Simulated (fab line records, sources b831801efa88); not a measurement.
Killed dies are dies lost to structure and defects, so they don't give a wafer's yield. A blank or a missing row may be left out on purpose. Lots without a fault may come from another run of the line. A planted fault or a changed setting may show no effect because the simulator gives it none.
A struck lot beside a sound one | flow sfq_line | 14 steps out of a route of 325
Sound: wafers L473.1, L473.2, L473.5. Struck: wafers L484.1, L484.2, L484.5. The cause comes at the end.
At each step with rows: each side's tool, then ch and its chambers, then its first start. Under that, the readings that differ: sound wafers | struck wafers | difference of the means | sigmas: that difference in standard deviations of wafers without a fault.
alike: readings whose means differ by less than 2 such deviations, and words and numbers that are the same on both sides. not compared: withheld readings, readings that some wafer has no value for, bounds like >300 that may hide the same value, and numbers for which the record gives no deviation and whose values overlap.
The two part at a step that has a row with sigmas, a row that says differs or no value, or rows on one side only. Numbers that don't overlap but have no deviation are shown without sigmas and don't part them. A reading that every wafer of one side lacks parts them only if that side has two wafers or more.

SFQ_TRILAYER_M7_BARC_OPEN_METAL_ETCH_229: etches BARC in O2, target depth 125 nm, time 41.7 s.
  sound on rie_metal-04 ch 0,1, day 82 02:38; struck on rie_metal-02 ch 0,1, day 87 02:41
  alike: drypump_motor_current_A, oes_product_au
  not compared: rf_hours_counter_h
SFQ_TRILAYER_M7_ETCH_METAL_ETCH_180: etches Nb in Cl2/Ar, stops on SiO2, target depth 240 nm, time 120 s.
  sound on rie_metal-04 ch 0,1, day 82 02:42; struck on rie_metal-02 ch 0,1, day 87 02:45
  alike: drypump_motor_current_A, oes_product_au
  not compared: rf_hours_counter_h
SFQ_TRILAYER_M7_STRIP_STRIP_181: strips in O2.
  sound on rie_metal-04 ch 0,1, day 82 02:49; struck on rie_metal-02 ch 0,1, day 87 02:52
  alike: drypump_motor_current_A, oes_product_au
  not compared: rf_hours_counter_h
then, 1 step without rows for these wafers: SFQ_TRILAYER_M7_STRIP_SOLV_CLEAN_182 (cleans in NMP, time 600 s).
SFQ_TRILAYER_I7_DEP_PECVD_183: deposits SiO2 from SiH4/N2O, time 111.11 s, target thk 500 nm.
  sound on pecvd-02 ch 1,2, day 82 03:36; struck on pecvd-03 ch 0,1, day 87 03:39
  reading            | sound    | struck     | difference | sigmas
  heater_power_w (W) | 56 70 60 | 97 106 102 | +40        | +2
  alike: throttle_valve_pct
then, 1 step without rows for these wafers: SFQ_TRILAYER_I7_CMP_CMP_184 (polishes SiO2).
SFQ_I7_BOW_MEAS_946:
  sound on film_metro-02, day 82 07:17; struck on film_metro-01, day 87 06:44
  alike: I7_BOW
SFQ_TRILAYER_I7_METRO_MEASURE_185:
  sound on film_metro-02, day 82 07:24; struck on film_metro-01, day 87 06:51
  alike: thk_nm
then, 4 steps without rows for these wafers: SFQ_TRILAYER_I7_VIA_LITHO_COAT_192 (resist thk 62 nm); SFQ_TRILAYER_I7_VIA_LITHO_COAT_187 (resist thk 650 nm); SFQ_TRILAYER_I7_VIA_LITHO_SOFTBAKE_191; SFQ_TRILAYER_I7_VIA_LITHO_EXPOSE_188 (exposes mask I7, target cd 1000 nm).
SFQ_TRILAYER_I7_VIA_LITHO_PEB_190: peb time 60 s.
  sound on litho_track-02 ch 0, day 82 10:33; struck on litho_track-02, day 87 10:00
  no value came back on the struck wafers for chill_plate_temp_C (C), exhaust_pa (Pa); on the sound wafers chill_plate_temp_C (C) reads 23.06 22.99 23.07
then, 1 step without rows for these wafers: SFQ_TRILAYER_I7_VIA_LITHO_DEVELOP_189 (time 60 s).

WHERE THEY PART
First at SFQ_TRILAYER_I7_DEP_PECVD_183; last, within this record, at SFQ_TRILAYER_I7_VIA_LITHO_PEB_190.

WHY: what the simulator had put in
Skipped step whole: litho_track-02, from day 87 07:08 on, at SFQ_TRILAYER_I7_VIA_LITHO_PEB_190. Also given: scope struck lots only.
